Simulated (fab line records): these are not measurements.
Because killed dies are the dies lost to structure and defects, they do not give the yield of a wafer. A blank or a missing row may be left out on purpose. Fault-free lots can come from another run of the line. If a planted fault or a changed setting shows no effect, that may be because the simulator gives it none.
Chamber matching :: flow sky130 :: SKY_LI_CONTACT_ETCH_15 on rie diel-02: 4 sister chambers
The step etches PSG in C4F8/O2/Ar, stops on Si, target depth 600 nm. 4 wafers are shown with their chamber, then 7 later ones without.

== WAFERS PAIRED WITH THEIR CHAMBERS ==
wafer: L079.5
chamber: 3
rf fwd power W (W): 1492

wafer: L085.1
chamber: 0
rf fwd power W (W): 1489

wafer: L087.1
chamber: 2
rf fwd power W (W): 1483

wafer: L087.4
chamber: 1
rf fwd power W (W): 1488

== WAFERS WHOSE CHAMBER IS MISSING ==
wafer: L087.6
rf fwd power W (W): 1489

wafer: L091.1
rf fwd power W (W): 1488

wafer: L091.3
rf fwd power W (W): 1479

wafer: L091.5
rf fwd power W (W): 1487

wafer: L093.3
rf fwd power W (W): 1490

wafer: L093.5
rf fwd power W (W): 1493

wafer: L093.6
rf fwd power W (W): 1498

== WHICH CHAMBER EACH ONE RAN IN ==
wafer: L087.6
from the rows above: can't be placed: 0 or 1 or 3
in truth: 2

wafer: L091.1
from the rows above: can't be placed: 1 or 0 or 3 or 2
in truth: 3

wafer: L091.3
from the rows above: can't be placed: 2 or 1
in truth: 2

wafer: L091.5
from the rows above: can't be placed: 1 or 0 or 2 or 3
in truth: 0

wafer: L093.3
from the rows above: can't be placed: 0 or 1 or 3
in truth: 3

wafer: L093.5
from the rows above: can't be placed: 3 or 0 or 1
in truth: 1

wafer: L093.6
from the rows above: can't be placed: 3 or 0 or 1
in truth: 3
Placed correctly: 0 of 7. Not placeable from these rows: 7 (in 6, the candidates include the true chamber). 0 placed wrongly.
How it was worked out, from the rows above alone: a wafer's distance from a chamber is the root of the sum, over the readings, of the square of ((its reading less the chamber's mean) divided by the reading's scatter). If the next closest chamber is less than 2 further off than the closest, the wafer can't be placed; otherwise it belongs to the closest. The mean given for a chamber averages the wafers shown for that chamber. The scatter: root of mean squared gap, hidden wafer to nearest shown wafer, with one shown wafer a chamber.
